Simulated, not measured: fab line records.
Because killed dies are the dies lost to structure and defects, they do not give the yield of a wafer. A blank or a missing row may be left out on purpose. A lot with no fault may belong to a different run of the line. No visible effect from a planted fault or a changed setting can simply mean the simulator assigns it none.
Which tool is to blame?    flow sky130    route of 708 steps, sampled at 1 step: 12 lots, 36 wafers

WHAT THE GAUGES SHOWED, per wafer
SKY_LOCAL_INTERCONNECT_CD_MEAS_11 targets a cd of 170 nm.
lot   measured      on        cdNm (nm)
L257  day 30 15:56  cdSem-02  168.5 170.8 170.8
L259  day 31 04:01  cdSem-01  170.8 170.1 170.3
L260  day 31 06:38  cdSem-01  170.8 170.8 169.7
L258  day 31 08:29  cdSem-01  169.3 170.9 169.8
L261  day 31 09:30  cdSem-01  172.1 172.9 170.6
L264  day 32 15:17  cdSem-01  168.2 168.8 168.7
L271  day 34 08:26  cdSem-02  169.2 168.6 168.4
L272  day 35 00:22  cdSem-02  168.9 172.1 169.3
L273  day 35 04:35  cdSem-01  170.0 170.0 169.9
L274  day 35 15:17  cdSem-02  167.7 168.4 170.2
L278  day 37 12:38  cdSem-01  171.5 170.9 168.6
L280  day 37 15:17  cdSem-02  169.9 170.0 170.3

TOOL THAT RAN EACH LOT (tool first, then ch and the chambers of the sampled wafers, then the start)
No process step before these readings appears in the record.

WHAT THE TOOLS THEMSELVES READ (means of the sampled wafers that have a number; where no wafer has one, the mark that the record gives instead)
The record holds no such reading with a usual standard deviation.

THE ANSWER, worked out from the rows above alone
Rule: what is usual is taken from the lots themselves. Put in order of their means at a reading, lots are off if they are a third of the lots or fewer, leave a main group of 4 or more, and stand apart from it by a gap of 3 or more times the standard deviation of the main group's means; of several such gaps the widest counts. Not used: any main group whose means are identical at the precision the tables above print for the reading. Also off: a lot with no number at a reading for which 4 or more lots have one. Where the step has rows for the other lots, those lots are counted as sound. First the gauges in route order, then the tools' own readings, where a lot's mean is used as printed above. The first step at which some lot is off is used, and at that step the reading that is off furthest; a lot without a number counts as furthest.
No lot is off on any of the readings shown, so nothing can be concluded from this.

WHAT THE SIMULATOR PUT IN
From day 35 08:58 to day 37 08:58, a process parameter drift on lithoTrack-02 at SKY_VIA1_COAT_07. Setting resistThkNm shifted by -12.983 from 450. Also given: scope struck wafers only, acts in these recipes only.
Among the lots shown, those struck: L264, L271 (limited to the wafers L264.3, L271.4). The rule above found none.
